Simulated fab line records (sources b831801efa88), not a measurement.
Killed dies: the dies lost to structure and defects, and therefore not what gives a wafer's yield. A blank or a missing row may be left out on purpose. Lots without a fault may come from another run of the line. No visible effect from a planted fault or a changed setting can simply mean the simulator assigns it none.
fab line records :: flow sky130 :: part 2 of 2: steps 27 to 37 of 37
record:
  lots: 5
  wafers: 15
  lastDay: 49
route steps=708 shown VIA2@520 METAL3@532 CAPM@537
lots with no fault: from the same line, run without faults
startH: start of the lot's first displayed wafer, in hours after the record's first day :: waitH: hours elapsed since this lot's preceding step :: " as in the row above :: L1.1+2: one row covering several wafers at once :: - no value present, or no start provided :: * or withheld: withheld :: < > ~ a bound
route shown NAME@n: a module of which the file shows steps, and the number in the route of the first :: usual: mean and standard deviation over wafers with no fault :: same: alike in all rows :: chamber/n: place in a boat :: sites: the reading at each site :: _std_site: the values' standard deviation :: _edge_site: the outer-site mean with the inner-site mean subtracted :: radiusMm: for every site, how far away it sits from the centre of the wafer :: mask NAME#n: copy n :: behind: the most recent tool/chamber to have shaped the wafer :: hold: what put the lot on hold/how long, in hours/how the hold closed :: device: the n, p or np transistor that did not switch :: end of line: the same wafers' tests at the end of the route :: where a step has no rows: the recipe by itself :: killed: dies lost to structure and defects at the first sort, not the wafer's yield :: map: a wafer's dies, x killed, . not, _ none there
set.NAME: the setting as run; set.NAME@STEP: as run at that earlier step :: model.NAME: the simulator's own value behind a step, which no gauge read
lots at some steps of the route; a table a step, a row a wafer
services: from which hour (startH, from the record's first day; less than 0 if before it) a tool's chamber was out of use, for how many hours, and why
== steps ==
step: SKY_CAPM_EXPOSE_09
recipe:
  maskId: CAPM
  na: 0.6
  sourceShape: conventional
  sigmaOuter: 0.6
  polarization: unpolarized
  targetCdNm: 1000
  doseMj: 159
usual:
  focusOffsetNm: -0.1/0.48
lot.wafer: L076.1
tool: ilineStepper-01
chamber: 0
startH: -
waitH: -
mask: CAPM#0
focusOffsetNm: -0.6

lot.wafer: L076.2
tool: ilineStepper-01
chamber: 0
startH: -
waitH: -
mask: CAPM#0
focusOffsetNm: -0.6

lot.wafer: L076.5
tool: ilineStepper-01
chamber: 0
startH: -
waitH: -
mask: CAPM#0
focusOffsetNm: -0.8

lot.wafer: L079.1
tool: ilineStepper-01
chamber: 0
startH: -
waitH: -
mask: CAPM#0
focusOffsetNm: -0.6

lot.wafer: L079.3
tool: ilineStepper-01
chamber: 0
startH: -
waitH: -
mask: CAPM#0
focusOffsetNm: 0.1

lot.wafer: L079.4
tool: ilineStepper-01
chamber: 0
startH: -
waitH: -
mask: CAPM#0
focusOffsetNm: 0.1

lot.wafer: L080.1
tool: ilineStepper-01
chamber: 0
startH: -
waitH: -
mask: CAPM#0
focusOffsetNm: -0.1

lot.wafer: L080.3
tool: ilineStepper-01
chamber: 0
startH: -
waitH: -
mask: CAPM#0
focusOffsetNm: 0.0

lot.wafer: L080.5
tool: ilineStepper-01
chamber: 0
startH: -
waitH: -
mask: CAPM#0
focusOffsetNm: -0.1

lot.wafer: L081.1
tool: ilineStepper-01
chamber: 0
startH: -
waitH: -
mask: CAPM#0
focusOffsetNm: -0.3

lot.wafer: L081.2
tool: ilineStepper-01
chamber: 0
startH: -
waitH: -
mask: CAPM#0
focusOffsetNm: -0.2

lot.wafer: L081.5
tool: ilineStepper-01
chamber: 0
startH: -
waitH: -
mask: CAPM#0
focusOffsetNm: 0.7

lot.wafer: L093.1
tool: ilineStepper-02
chamber: 0
startH: -
waitH: -
mask: CAPM#0
focusOffsetNm: 0.3

lot.wafer: L093.3
tool: ilineStepper-02
chamber: 0
startH: -
waitH: -
mask: CAPM#0
focusOffsetNm: 0.0

lot.wafer: L093.4
tool: ilineStepper-02
chamber: 0
startH: -
waitH: -
mask: CAPM#0
focusOffsetNm: 0.1
step: SKY_CAPM_PEB_10
recipe:
  tempC: withheld
  timeS: *
  resist: NOVOLAK
lot.wafer: L076.1+2+5
tool: lithoTrack-01
chamber: 0
startH: -
waitH: -

lot.wafer: L079.1+3+4
tool: lithoTrack-04
chamber: 0
startH: -
waitH: -

lot.wafer: L080.1+3+5
tool: lithoTrack-01
chamber: 0
startH: -
waitH: -

lot.wafer: L081.1+2+5
tool: lithoTrack-04
chamber: 0
startH: -
waitH: -

lot.wafer: L093.1+3+4
tool: lithoTrack-03
chamber: 0
startH: -
waitH: -
step: SKY_CAPM_DEVELOP_11
recipe:
  resist: NOVOLAK
  developer: TMAH
  developTimeS: 60
  devTempC: 23
lot.wafer: L076.1+2+5
tool: lithoTrack-01
chamber: 0
startH: 898.90
waitH: 0.1

lot.wafer: L079.1+3+4
tool: lithoTrack-04
chamber: 0
startH: 909.76
waitH: 0.1

lot.wafer: L080.1+3+5
tool: lithoTrack-01
chamber: 0
startH: 924.60
waitH: 0.1

lot.wafer: L081.1+2+5
tool: lithoTrack-04
chamber: 0
startH: 931.06
waitH: 0.1

lot.wafer: L093.1+3+4
tool: lithoTrack-03
chamber: 0
startH: 1016.18
waitH: 0.1
step: SKY_CAPM_OVL_MEAS_12
usual:
  CAPM_OVL: 0.4/1.4
lot.wafer: L076.1
tool: overlay-01
chamber: -
startH: 899.05
waitH: 0.1
CAPM_OVL[nm]: -0.2

lot.wafer: L076.2
tool: overlay-01
chamber: -
startH: 899.05
waitH: 0.1
CAPM_OVL[nm]: 1.4

lot.wafer: L076.5
tool: overlay-01
chamber: -
startH: 899.05
waitH: 0.1
CAPM_OVL[nm]: 1.6

lot.wafer: L079.1
tool: overlay-02
chamber: -
startH: 909.91
waitH: 0.1
CAPM_OVL[nm]: 2.0

lot.wafer: L079.3
tool: overlay-02
chamber: -
startH: 909.91
waitH: 0.1
CAPM_OVL[nm]: 0.9

lot.wafer: L079.4
tool: overlay-02
chamber: -
startH: 909.91
waitH: 0.1
CAPM_OVL[nm]: 3.4

lot.wafer: L080.1
tool: overlay-01
chamber: -
startH: 924.75
waitH: 0.1
CAPM_OVL[nm]: 0.3

lot.wafer: L080.3
tool: overlay-01
chamber: -
startH: 924.75
waitH: 0.1
CAPM_OVL[nm]: -0.2

lot.wafer: L080.5
tool: overlay-01
chamber: -
startH: 924.75
waitH: 0.1
CAPM_OVL[nm]: 2.7

lot.wafer: L081.1
tool: overlay-01
chamber: -
startH: 931.21
waitH: 0.1
CAPM_OVL[nm]: -2.0

lot.wafer: L081.2
tool: overlay-01
chamber: -
startH: 931.21
waitH: 0.1
CAPM_OVL[nm]: -2.1

lot.wafer: L081.5
tool: overlay-01
chamber: -
startH: 931.21
waitH: 0.1
CAPM_OVL[nm]: -0.7

lot.wafer: L093.1
tool: overlay-01
chamber: -
startH: 1016.33
waitH: 0.1
CAPM_OVL[nm]: -0.9

lot.wafer: L093.3
tool: overlay-01
chamber: -
startH: 1016.33
waitH: 0.1
CAPM_OVL[nm]: -4.0

lot.wafer: L093.4
tool: overlay-01
chamber: -
startH: 1016.33
waitH: 0.1
CAPM_OVL[nm]: -2.4
step: SKY_CAPM_METAL_ETCH_13
recipe:
  targetDepthNm: 220
  stopOn: SiO2
  chemistry: Cl2/BCl3
  target: TiN
  pressureMtorr: 10
  icpW: 900
  biasW: 48.5
  Cl2_flow_sccm: 60
  bcl3FlowSccm: 30
  timeS: 62.9
usual:
  chamberPressureMTorr: 10.000/0.0095
  drypumpMotorCurrentA: 6.1/0.37
  oesProductAu: 0.940/0.0076
  throttleValvePct: 21.903/0.01
lot.wafer: L076.1
tool: rieMetal-01
chamber: 0
startH: 899.08
waitH: 0.0
chamberPressureMTorr: 9.992
drypumpMotorCurrentA: 6.6
oesProductAu: 0.935
rfHoursCounterH: 13
throttleValvePct: 21.906

lot.wafer: L076.2
tool: rieMetal-01
chamber: 1
startH: 899.08
waitH: 0.0
chamberPressureMTorr: 9.984
drypumpMotorCurrentA: 6.5
oesProductAu: 0.944
rfHoursCounterH: 7
throttleValvePct: 21.892

lot.wafer: L076.5
tool: rieMetal-01
chamber: 0
startH: 899.08
waitH: 0.0
chamberPressureMTorr: 10.008
drypumpMotorCurrentA: 6.6
oesProductAu: 0.943
rfHoursCounterH: -
throttleValvePct: 21.895

lot.wafer: L079.1
tool: rieMetal-03
chamber: 1
startH: 909.95
waitH: 0.0
chamberPressureMTorr: 10.003
drypumpMotorCurrentA: 5.5
oesProductAu: 0.936
rfHoursCounterH: 0
throttleValvePct: 21.904

lot.wafer: L079.3
tool: rieMetal-03
chamber: 0
startH: 909.95
waitH: 0.0
chamberPressureMTorr: 9.991
drypumpMotorCurrentA: 6.0
oesProductAu: 0.939
rfHoursCounterH: -
throttleValvePct: 21.921

lot.wafer: L079.4
tool: rieMetal-03
chamber: 1
startH: 909.95
waitH: 0.0
chamberPressureMTorr: 10.015
drypumpMotorCurrentA: 5.5
oesProductAu: 0.934
rfHoursCounterH: -
throttleValvePct: 21.915

lot.wafer: L080.1
tool: rieMetal-03
chamber: 0
startH: 924.78
waitH: 0.0
chamberPressureMTorr: 9.993
drypumpMotorCurrentA: 6.0
oesProductAu: 0.958
rfHoursCounterH: 3
throttleValvePct: 21.891

lot.wafer: L080.3
tool: rieMetal-03
chamber: 1
startH: 924.78
waitH: 0.0
chamberPressureMTorr: 9.983
drypumpMotorCurrentA: 5.5
oesProductAu: 0.941
rfHoursCounterH: -
throttleValvePct: 21.910

lot.wafer: L080.5
tool: rieMetal-03
chamber: 0
startH: 924.78
waitH: 0.0
chamberPressureMTorr: 10.001
drypumpMotorCurrentA: 6.0
oesProductAu: 0.946
rfHoursCounterH: -
throttleValvePct: 21.907

lot.wafer: L081.1
tool: rieMetal-01
chamber: 0
startH: 931.25
waitH: 0.0
chamberPressureMTorr: 9.998
drypumpMotorCurrentA: 6.6
oesProductAu: 0.935
rfHoursCounterH: 14
throttleValvePct: 21.900

lot.wafer: L081.2
tool: rieMetal-01
chamber: 1
startH: 931.25
waitH: 0.0
chamberPressureMTorr: 10.025
drypumpMotorCurrentA: 6.5
oesProductAu: 0.933
rfHoursCounterH: 8
throttleValvePct: 21.911

lot.wafer: L081.5
tool: rieMetal-01
chamber: 0
startH: 931.25
waitH: 0.0
chamberPressureMTorr: 10.002
drypumpMotorCurrentA: 6.7
oesProductAu: 0.940
rfHoursCounterH: -
throttleValvePct: 21.903

lot.wafer: L093.1
tool: rieMetal-02
chamber: 1
startH: 1016.36
waitH: 0.0
chamberPressureMTorr: 10.003
drypumpMotorCurrentA: 5.9
oesProductAu: 0.934
rfHoursCounterH: 18
throttleValvePct: 21.908

lot.wafer: L093.3
tool: rieMetal-02
chamber: 0
startH: 1016.36
waitH: 0.0
chamberPressureMTorr: 10.005
drypumpMotorCurrentA: 6.0
oesProductAu: 0.935
rfHoursCounterH: -
throttleValvePct: 21.906

lot.wafer: L093.4
tool: rieMetal-02
chamber: 1
startH: 1016.36
waitH: 0.0
chamberPressureMTorr: 9.993
drypumpMotorCurrentA: 5.9
oesProductAu: 0.931
rfHoursCounterH: -
throttleValvePct: 21.889
step: SKY_CAPM_STRIP_14
recipe:
  chemistry: O2/N2
  powerW: 1400
  pressureMtorr: 1500
  platenTempC: withheld
  o2FlowSccm: 3000
  n2FlowSccm: 300
  overashFraction: 0.5
usual:
  chamberPressureMTorr: 1500/3.7
  drypumpMotorCurrentA: 5.75/0.24
  n2FlowSccm: 300.0/0.85
  oesProductAu: 0.710/0.0046
  stripTimeToEndpointS: 12.66/0.051
lot.wafer: L076.1
tool: plasmaAsher-02
chamber: 1
startH: 899.16
waitH: 0.1
chamberPressureMTorr: 1499
drypumpMotorCurrentA: 5.58
n2FlowSccm: 299.7
oesProductAu: 0.704
rfHoursCounterH: 77
stripTimeToEndpointS: 12.67

lot.wafer: L076.2
tool: plasmaAsher-02
chamber: 0
startH: 899.16
waitH: 0.1
chamberPressureMTorr: 1499
drypumpMotorCurrentA: 5.43
n2FlowSccm: 299.4
oesProductAu: 0.712
rfHoursCounterH: 77
stripTimeToEndpointS: 12.60

lot.wafer: L076.5
tool: plasmaAsher-02
chamber: 0
startH: 899.16
waitH: 0.1
chamberPressureMTorr: 1498
drypumpMotorCurrentA: 5.43
n2FlowSccm: 300.7
oesProductAu: 0.705
rfHoursCounterH: -
stripTimeToEndpointS: 12.70

lot.wafer: L079.1
tool: plasmaAsher-01
chamber: 0
startH: 910.02
waitH: 0.1
chamberPressureMTorr: 1499
drypumpMotorCurrentA: 5.54
n2FlowSccm: 300.1
oesProductAu: 0.708
rfHoursCounterH: 42
stripTimeToEndpointS: 12.64

lot.wafer: L079.3
tool: plasmaAsher-01
chamber: 1
startH: 910.02
waitH: 0.1
chamberPressureMTorr: 1500
drypumpMotorCurrentA: 6.01
n2FlowSccm: 299.3
oesProductAu: 0.710
rfHoursCounterH: -
stripTimeToEndpointS: 12.66

lot.wafer: L079.4
tool: plasmaAsher-01
chamber: 0
startH: 910.02
waitH: 0.1
chamberPressureMTorr: 1499
drypumpMotorCurrentA: 5.56
n2FlowSccm: 300.2
oesProductAu: 0.712
rfHoursCounterH: -
stripTimeToEndpointS: 12.61

lot.wafer: L080.1
tool: plasmaAsher-03
chamber: 1
startH: 924.86
waitH: 0.1
chamberPressureMTorr: 1500
drypumpMotorCurrentA: 5.88
n2FlowSccm: 299.4
oesProductAu: 0.710
rfHoursCounterH: 112
stripTimeToEndpointS: 12.67

lot.wafer: L080.3
tool: plasmaAsher-03
chamber: 1
startH: 924.86
waitH: 0.1
chamberPressureMTorr: 1500
drypumpMotorCurrentA: 5.88
n2FlowSccm: 300.5
oesProductAu: 0.713
rfHoursCounterH: -
stripTimeToEndpointS: 12.64

lot.wafer: L080.5
tool: plasmaAsher-03
chamber: 1
startH: 924.86
waitH: 0.1
chamberPressureMTorr: 1501
drypumpMotorCurrentA: 5.89
n2FlowSccm: 299.2
oesProductAu: 0.716
rfHoursCounterH: -
stripTimeToEndpointS: 12.64

lot.wafer: L081.1
tool: plasmaAsher-03
chamber: 0
startH: 931.32
waitH: 0.1
chamberPressureMTorr: 1500
drypumpMotorCurrentA: 5.97
n2FlowSccm: 300.0
oesProductAu: 0.711
rfHoursCounterH: 113
stripTimeToEndpointS: 12.63

lot.wafer: L081.2
tool: plasmaAsher-03
chamber: 1
startH: 931.32
waitH: 0.1
chamberPressureMTorr: 1497
drypumpMotorCurrentA: 5.91
n2FlowSccm: 300.9
oesProductAu: 0.711
rfHoursCounterH: 113
stripTimeToEndpointS: 12.61

lot.wafer: L081.5
tool: plasmaAsher-03
chamber: 0
startH: 931.32
waitH: 0.1
chamberPressureMTorr: 1499
drypumpMotorCurrentA: 5.96
n2FlowSccm: 298.5
oesProductAu: 0.705
rfHoursCounterH: -
stripTimeToEndpointS: 12.61

lot.wafer: L093.1
tool: plasmaAsher-02
chamber: 0
startH: 1016.44
waitH: 0.1
chamberPressureMTorr: 1502
drypumpMotorCurrentA: 5.42
n2FlowSccm: 301.1
oesProductAu: 0.709
rfHoursCounterH: 88
stripTimeToEndpointS: 12.67

lot.wafer: L093.3
tool: plasmaAsher-02
chamber: 0
startH: 1016.44
waitH: 0.1
chamberPressureMTorr: 1499
drypumpMotorCurrentA: 5.41
n2FlowSccm: 300.3
oesProductAu: 0.709
rfHoursCounterH: -
stripTimeToEndpointS: 12.66

lot.wafer: L093.4
tool: plasmaAsher-02
chamber: 1
startH: 1016.44
waitH: 0.1
chamberPressureMTorr: 1501
drypumpMotorCurrentA: 5.58
n2FlowSccm: 300.5
oesProductAu: 0.715
rfHoursCounterH: -
stripTimeToEndpointS: 12.72
step: SKY_CAPM_STRIP_15
recipe:
  chemistry: postEtchResidueRemover
  timeS: 1200
  tempC: 72.5
lot.wafer: L076.1+2+5
tool: wetBench-02
chamber: 3
startH: 899.26
waitH: 0.1

lot.wafer: L079.1+3+4
tool: wetBench-01
chamber: 3
startH: 910.12
waitH: 0.1

lot.wafer: L080.1+3+5
tool: wetBench-02
chamber: 0
startH: 924.96
waitH: 0.1

lot.wafer: L081.1+2+5
tool: wetBench-01
chamber: 2
startH: 931.42
waitH: 0.1

lot.wafer: L093.1+3+4
tool: wetBench-02
chamber: 3
startH: 1016.54
waitH: 0.1
step: SKY_CAPM_CLEAN_16
recipe:
  chemistry: IPA
  timeS: 180
  tempC: 25
lot.wafer: L076.1+2+5
tool: wetBench-04
chamber: 1
startH: 899.60
waitH: 0.0

lot.wafer: L079.1+3+4
tool: wetBench-02
chamber: 1
startH: 910.47
waitH: 0.0

lot.wafer: L080.1+3+5
tool: wetBench-04
chamber: 3
startH: 925.33
waitH: 0.0

lot.wafer: L081.1+2+5
tool: wetBench-04
chamber: 0
startH: 931.77
waitH: 0.0

lot.wafer: L093.1+3+4
tool: wetBench-02
chamber: 2
startH: 1016.88
waitH: 0.0
step: SKY_CAPM_CLEAN_17
recipe:
  chemistry: O3/DIW
  dry: n2Spin
lot.wafer: L076.1+2+5
tool: wetBench-02
chamber: 2
startH: 899.66
waitH: 0.0

lot.wafer: L079.1+3+4
tool: wetBench-04
chamber: 0
startH: 910.52
waitH: 0.0

lot.wafer: L080.1+3+5
tool: wetBench-02
chamber: 1
startH: 925.39
waitH: 0.0

lot.wafer: L081.1+2+5
tool: wetBench-02
chamber: 1
startH: 931.82
waitH: 0.0

lot.wafer: L093.1+3+4
tool: wetBench-04
chamber: 0
startH: 1016.94
waitH: 0.0
step: SKY_METAL3_DEHYDRATE_05
recipe:
  tempC: 200
  timeS: 60
lot.wafer: L076.1+2+5
tool: lithoTrack-04
chamber: 0
startH: 911.51
waitH: 11.8

lot.wafer: L079.1+3+4
tool: lithoTrack-04
chamber: 0
startH: 922.41
waitH: 11.8

lot.wafer: L080.1+3+5
tool: lithoTrack-02
chamber: 0
startH: 937.31
waitH: 11.8

lot.wafer: L081.1+2+5
tool: lithoTrack-04
chamber: 0
startH: 943.11
waitH: 11.2

lot.wafer: L093.1+3+4
tool: lithoTrack-02
chamber: 0
startH: 1027.26
waitH: 10.2
step: SKY_METAL3_HMDS_06
recipe:
  primeTimeS: 60
  primeTempC: 120
lot.wafer: L076.1+2+5
tool: lithoTrack-04
chamber: 0
startH: 911.66
waitH: 0.1

lot.wafer: L079.1+3+4
tool: lithoTrack-04
chamber: 0
startH: 922.56
waitH: 0.1

lot.wafer: L080.1+3+5
tool: lithoTrack-02
chamber: 0
startH: 937.46
waitH: 0.1

lot.wafer: L081.1+2+5
tool: lithoTrack-04
chamber: 0
startH: 943.26
waitH: 0.1

lot.wafer: L093.1+3+4
tool: lithoTrack-02
chamber: 0
startH: 1027.41
waitH: 0.1
== services ==
tool: rieDiel-03
chamber: 3
startH: 856.14
hours: 10.5
kind: repair

tool: pecvd-04
chamber: 1
startH: 867.20
hours: 18.0
kind: repair

tool: pvdSputter-02
chamber: -
startH: 868.80
hours: 0.9
kind: repair

tool: rieMetal-03
chamber: 1
startH: 870.52
hours: 4.2
kind: repair

tool: pecvd-01
chamber: -
startH: 874.11
hours: 1.6
kind: repair

tool: plasmaAsher-02
chamber: -
startH: 881.10
hours: 0.7
kind: repair

tool: plasmaAsher-03
chamber: -
startH: 885.83
hours: 1.0
kind: repair

tool: cmp-01
chamber: -
startH: 890.18
hours: 0.5
kind: repair

tool: plasmaAsher-02
chamber: -
startH: 902.27
hours: 7.9
kind: repair

tool: rieDiel-02
chamber: 0
startH: 913.75
hours: 4.2
kind: repair

tool: cmp-01
chamber: -
startH: 918.79
hours: 1.3
kind: repair

tool: pvdSputter-02
chamber: -
startH: 924.87
hours: 1.9
kind: repair

tool: ilineStepper-01
chamber: -
startH: 928.87
hours: 1.7
kind: pm

tool: rieDiel-02
chamber: 2
startH: 930.15
hours: 5.0
kind: repair

tool: pvdSputter-04
chamber: -
startH: 936.09
hours: 3.5
kind: repair

tool: cmp-01
chamber: -
startH: 943.33
hours: 0.4
kind: repair

tool: rieDiel-02
chamber: 3
startH: 949.35
hours: 1.3
kind: repair

tool: cmp-01
chamber: -
startH: 960.52
hours: 2.7
kind: repair

tool: pvdSputter-03
chamber: -
startH: 981.37
hours: 4.9
kind: repair

tool: cmp-01
chamber: -
startH: 985.36
hours: 4.5
kind: repair

tool: cvdW-02
chamber: 1
startH: 995.28
hours: 9.5
kind: repair

tool: rieDiel-02
chamber: -
startH: 1010.87
hours: 2.8
kind: pm

tool: ilineStepper-01
chamber: -
startH: 1016.05
hours: 1.1
kind: repair

tool: rieDiel-02
chamber: -
startH: 1016.30
hours: 15.6
kind: pm
